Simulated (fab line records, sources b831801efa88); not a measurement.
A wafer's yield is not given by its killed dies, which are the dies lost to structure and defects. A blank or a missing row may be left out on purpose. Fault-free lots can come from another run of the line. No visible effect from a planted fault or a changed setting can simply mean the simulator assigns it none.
A lot that was struck, set against a sound lot    flow sky130    28 steps out of a route of 708
Sound: the wafers L408.1, L408.5, L408.6. Struck: wafer L390.3. (L390.1, L390.5 of the same lot were not struck and are left out.) The cause comes at the end.
At each step with rows: each side's tool, then ch and its chambers, then its first start. Under that, the readings that differ: sound wafers    struck wafers    difference of the means    sigmas: that difference in standard deviations of wafers without a fault.
alike: same words and numbers on both sides, and readings whose means sit less than 2 such deviations apart. not compared: any withheld reading, any reading some wafer has no value for, any bound like >300 that may hide the same value, and any number with overlapping values for which the record gives no deviation.
A row with sigmas, a row that says differs or no value, or rows on one side alone: a step with any of these is where the two part. Non-overlapping numbers with no deviation appear without sigmas and do not part them. A reading that every wafer of one side lacks parts them only if that side has two wafers or more.

first, 10 steps without rows for these wafers: SKY_CONTACT_ETCH_18 (etches Si3N4 in CHF3/O2, stops on TiN, time 39 s, target depth 75 nm); SKY_CONTACT_STRIP_19 (strips in O2/N2); SKY_CONTACT_STRIP_20 (strips in post etch residue remover, time 1200 s); SKY_CONTACT_CLEAN_21 (cleans in IPA, time 180 s); SKY_CONTACT_CLEAN_22 (cleans in O3/DIW); SKY_CONTACT_SPUTTER_23 (material TiN, target thk 20 nm, time 80 s); SKY_CONTACT_CVD_24 (deposits W, target thk 340 nm, time 102.12 s); SKY_CONTACT_CMP_27 (polishes, stops on SiO2, t overpolish 15 s, target thk 0 nm); SKY_METAL1_SPUTTER_00 (material Ti, target thk 15 nm, time 10 s); SKY_METAL1_SPUTTER_01 (material TiN, target thk 20 nm, time 16.7 s).
SKY_METAL1_SPUTTER_02: material AlCu, target thk 250 nm, time 13.3 s.
  sound on pvd-sputter-01 at day 38 18:18; struck on pvd-sputter-03 at day 33 12:22
reading                                      sound            struck  difference  sigmas
model.AlCu_of_METAL1_SPUTTER_02.thk-nm (nm)  249 247.7 250.4  329     +80         
  alike: cathode-dc-power-W, throttle-valve-pct
then, 2 steps without rows for these wafers: SKY_METAL1_SPUTTER_03 (material Ti, target thk 5 nm, time 3.3 s); SKY_METAL1_SPUTTER_04 (material TiN, target thk 70 nm, time 58.3 s).
SKY_METAL1_RS_MEAS_05: the measuring method here is four-point-probe.
  sound on film-metro-01 at day 38 18:23; struck on film-metro-04 at day 33 12:27
reading                  sound                 struck  difference  sigmas
METAL1_ALCU_RS (ohm/sq)  0.1273 0.1279 0.1267  0.0955  -0.0318     -24
SKY_METAL1_THK_MEAS_06: measures by xrf.
  sound on film-metro-01 at day 38 18:31; struck on film-metro-04 at day 33 12:34
reading               sound              struck  difference  sigmas
METAL1_ALCU_THK (nm)  253.1 250.4 252.7  329.5   +77.4       +29
then, 10 steps without rows for these wafers: SKY_METAL1_DEHYDRATE_07 (time 60 s); SKY_METAL1_HMDS_08 (prime time 60 s); SKY_METAL1_COAT_09 (resist thk 60 nm); SKY_METAL1_COAT_10 (resist thk 450 nm); SKY_METAL1_SOFTBAKE_11 (time 90 s); SKY_METAL1_EXPOSE_12 (exposes mask MM1, target cd 140 nm); SKY_METAL1_PEB_13; SKY_METAL1_DEVELOP_14 (develop time 60 s); SKY_METAL1_DESCUM_17 (chemistry O2, time 8 s); SKY_METAL1_ETCH_18 (etches BARC in N2/H2, stops on SiO2, time 45.9 s, target depth 60 nm).
SKY_METAL1_METAL_ETCH_19: etches the open film in Cl2/BCl3, stops on SiO2, target depth 360 nm, time 78 s.
  sound on rie-metal-02 ch 0,1, day 39 19:59; struck on rie-metal-04 ch 1, day 34 15:34
reading                sound              struck  difference  sigmas
oes-product-au (a.u.)  0.849 0.851 0.860  0.916   +0.063      +10
  alike: drypump-motor-current-A, he-backside-leak-sccm, throttle-valve-pct
  not compared: rf-hours-counter-h
then, 1 step without rows for these wafers: SKY_METAL1_STRIP_20 (strips in O2/N2).
-- the record jumps here: 12 days lie between the struck wafers' starts before and after (it left off in module METAL1 and takes up again in module PAD_OPEN, whose first step shown is number 708 of the route) --
SKY_PAD_OPEN_PROBE_99:
  sound on prober-01 at day 50 20:29; struck on prober-01 at day 47 03:19
reading                       sound                 struck   difference  sigmas
model.etest.met1.line-ohm-um  0.9312 0.9272 0.9285  0.7094   -0.2196     
model.etest.met1.rs-ohm-sq    0.1308 0.1305 0.1272  0.09742  -0.03208    
  alike: defect-limited-yield, killed_at_M0_to_M3, killed_at_M4_up, killed-at-contacts, killed-at-front-end, killed-at-other, killed-dies, killed-open, killed-short, sort_bin_3_pad_short, sort_bin_5_function, sort_bin_6_memory, sort-n-pass, sort-yield-pct

WHERE THEY PART
Last at SKY_METAL1_METAL_ETCH_19 as far as this record goes, first at SKY_METAL1_RS_MEAS_05. Later steps at which nothing parts them and some readings are alike: SKY_PAD_OPEN_PROBE_99.

WHY: what the simulator had put in
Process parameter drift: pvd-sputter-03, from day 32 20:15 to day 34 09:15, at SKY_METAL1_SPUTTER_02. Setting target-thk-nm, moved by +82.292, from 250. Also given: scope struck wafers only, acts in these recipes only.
